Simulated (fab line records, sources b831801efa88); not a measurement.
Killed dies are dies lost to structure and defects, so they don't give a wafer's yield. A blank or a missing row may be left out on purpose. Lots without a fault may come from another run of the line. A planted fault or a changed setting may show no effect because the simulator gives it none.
Which tool did it? | flow sfq_line | 14 lots, 42 wafers sampled, at 4 steps of a route of 325

WHAT THE GAUGES READ, wafer by wafer
SFQ_M8_OVL_MEAS_948.
lot  | measured     | on         | M8_OVL (nm)
L164 | day 86 08:38 | overlay-01 | 2 5 5
L165 | day 86 12:16 | overlay-02 | 5 6 7
L169 | day 87 00:15 | overlay-02 | -13 -7 -10
L171 | day 90 16:34 | overlay-02 | 3 7 4
L175 | day 91 00:58 | overlay-01 | -3 3 -11
L177 | day 91 10:34 | overlay-01 | 4 5 -1
L178 | day 91 17:46 | overlay-01 | 6 9 0
L180 | day 91 23:45 | overlay-02 | -7 1 -2
L181 | day 92 03:22 | overlay-01 | -1 -3 2
L182 | day 92 06:58 | overlay-02 | 9 5 1
L183 | day 92 14:09 | overlay-01 | 4 1 -1
L184 | day 92 18:58 | overlay-02 | -4 -1 -3
L185 | day 92 22:20 | overlay-01 | 8 11 9
L187 | day 93 05:32 | overlay-01 | 1 -3 -5

WHICH TOOL RAN EACH LOT (tool, then ch and the chambers of the sampled wafers, then the start)
lot  | SFQ_TRILAYER_L0_VIA_STRIP_STRIP_017 | SFQ_TRILAYER_M2_BARC_OPEN_METAL_ETCH_077 | SFQ_TRILAYER_I6_METRO_MEASURE_167
L164 | rie_metal-02 ch 0,1, day 4 18:59    | rie_metal-01 ch 0,1, day 15 23:37        | film_metro-02, day 77 16:29
L165 | rie_metal-04 ch 0, day 5 01:23      | rie_metal-04 ch 0,1, day 17 02:04        | film_metro-01, day 77 18:40
L169 | rie_metal-04 ch 0,1, day 5 20:11    | rie_metal-01 ch 0,1, day 27 15:55        | film_metro-03, day 78 03:41
L171 | rie_metal-04 ch 0,1, day 6 12:05    | rie_metal-04 ch 0,1, day 29 00:51        | film_metro-01, day 78 09:53
L175 | rie_metal-03 ch 0,1, day 7 10:41    | rie_metal-04 ch 0,1, day 30 21:14        | film_metro-03, day 78 16:41
L177 | rie_metal-02 ch 0,1, day 8 01:51    | rie_metal-03 ch 0,1, day 32 06:50        | film_metro-03, day 79 01:45
L178 | rie_metal-02 ch 0,1, day 8 08:51    | rie_metal-01 ch 0,1, day 32 15:13        | film_metro-03, day 79 07:46
L180 | rie_metal-02 ch 0,1, day 8 16:03    | rie_metal-03 ch 0,1, day 33 06:49        | film_metro-01, day 79 22:44
L181 | rie_metal-02 ch 0,1, day 9 07:39    | rie_metal-04 ch 0,1, day 33 08:01        | film_metro-02, day 80 04:56
L182 | rie_metal-02 ch 0,1, day 9 12:39    | rie_metal-01 ch 0,1, day 33 11:38        | film_metro-01, day 80 07:32
L183 | rie_metal-03 ch 0,1, day 9 19:39    | rie_metal-01 ch 0,1, day 33 14:25        | film_metro-03, day 80 11:56
L184 | rie_metal-04 ch 0,1, day 10 04:03   | rie_metal-03 ch 0,1, day 33 18:01        | film_metro-01, day 80 19:56
L185 | rie_metal-04 ch 1, day 13 20:14     | rie_metal-01 ch 0,1, day 33 21:37        | film_metro-03, day 80 21:33
L187 | rie_metal-03 ch 0,1, day 14 16:26   | rie_metal-03 ch 0,1, day 34 08:13        | film_metro-03, day 81 04:24
- SFQ_TRILAYER_L0_VIA_STRIP_STRIP_017: strips in O2.
- SFQ_TRILAYER_M2_BARC_OPEN_METAL_ETCH_077: etches BARC in O2, target depth 125 nm, time 41.7 s.
- SFQ_TRILAYER_I6_METRO_MEASURE_167

WHAT THE TOOLS THEMSELVES READ (means of the sampled wafers that have a number; where no wafer has one, the mark that the record gives instead)
SFQ_TRILAYER_L0_VIA_STRIP_STRIP_017.
lot  | tool         | chamber_pressure_mTorr (mTorr) | drypump_motor_current_A (A) | oes_product_au (a.u.)
L164 | rie_metal-02 | 50.00                          | 5.0                         | 1.002
L165 | rie_metal-04 | 50.01                          | 5.1                         | 1.027
L169 | rie_metal-04 | 40.00                          | 5.2                         | 0.999
L171 | rie_metal-04 | 39.99                          | 5.2                         | 1.009
L175 | rie_metal-03 | 49.98                          | 5.4                         | 0.998
L177 | rie_metal-02 | 50.00                          | 5.4                         | 0.987
L178 | rie_metal-02 | 49.98                          | 5.0                         | 0.995
L180 | rie_metal-02 | 49.99                          | 5.4                         | 0.993
L181 | rie_metal-02 | 50.00                          | 5.0                         | 1.001
L182 | rie_metal-02 | 50.04                          | 5.0                         | 0.995
L183 | rie_metal-03 | 49.98                          | 5.3                         | 1.001
L184 | rie_metal-04 | 49.97                          | 5.2                         | 1.013
L185 | rie_metal-04 | 49.99                          | 5.3                         | 0.988
L187 | rie_metal-03 | 50.01                          | 5.4                         | 1.005

SFQ_TRILAYER_M2_BARC_OPEN_METAL_ETCH_077.
lot  | tool         | drypump_motor_current_A (A) | oes_product_au (a.u.)
L164 | rie_metal-01 | 5.53                        | 0.680
L165 | rie_metal-04 | 5.14                        | 0.686
L169 | rie_metal-01 | 5.68                        | 0.687
L171 | rie_metal-04 | 5.23                        | 0.687
L175 | rie_metal-04 | 5.21                        | 0.688
L177 | rie_metal-03 | 5.42                        | 0.686
L178 | rie_metal-01 | 5.70                        | 0.685
L180 | rie_metal-03 | 5.43                        | 0.686
L181 | rie_metal-04 | 5.20                        | 0.684
L182 | rie_metal-01 | 5.51                        | 0.684
L183 | rie_metal-01 | 5.52                        | 0.681
L184 | rie_metal-03 | 5.33                        | 0.687
L185 | rie_metal-01 | 5.68                        | 0.688
L187 | rie_metal-03 | 5.35                        | 0.682

SFQ_TRILAYER_I6_METRO_MEASURE_167.
lot  | tool          | thk_nm (nm)
L164 | film_metro-02 | 199.8
L165 | film_metro-01 | 200.8
L169 | film_metro-03 | 199.7
L171 | film_metro-01 | 201.8
L175 | film_metro-03 | 199.8
L177 | film_metro-03 | 200.6
L178 | film_metro-03 | 200.2
L180 | film_metro-01 | 200.6
L181 | film_metro-02 | 200.0
L182 | film_metro-01 | 201.4
L183 | film_metro-03 | 200.7
L184 | film_metro-01 | 199.7
L185 | film_metro-03 | 200.6
L187 | film_metro-03 | 199.4

THE ANSWER, worked out from the rows above alone
Rule: what is usual is taken from the lots themselves. Put in order of their means at a reading, lots are off if they are a third of the lots or fewer, leave a main group of 4 or more, and stand apart from it by a gap of 3 or more times the standard deviation of the main group's means; of several such gaps the widest counts. A main group whose means are all the same, to the digits that the tables above print for the reading, isn't used. A lot without any number at a reading at which 4 lots or more have one is off too. The other lots that the step has rows for count as sound. The gauges are gone through in route order, then the tools' own readings, and for those a lot's mean is taken as printed above. The first step at which some lot is off is used, and at that step the reading that is off furthest; a lot without a number counts as furthest.
Off: L169, L171, at SFQ_TRILAYER_L0_VIA_STRIP_STRIP_017 (chamber_pressure_mTorr). The main group: mean 50.00 mTorr, standard deviation 0.018.
A tool fits if, at that step or a process step before it, it ran every lot that is off, and no sound lot after the first of them. None of those tried fits.

WHAT THE SIMULATOR HAD PUT IN
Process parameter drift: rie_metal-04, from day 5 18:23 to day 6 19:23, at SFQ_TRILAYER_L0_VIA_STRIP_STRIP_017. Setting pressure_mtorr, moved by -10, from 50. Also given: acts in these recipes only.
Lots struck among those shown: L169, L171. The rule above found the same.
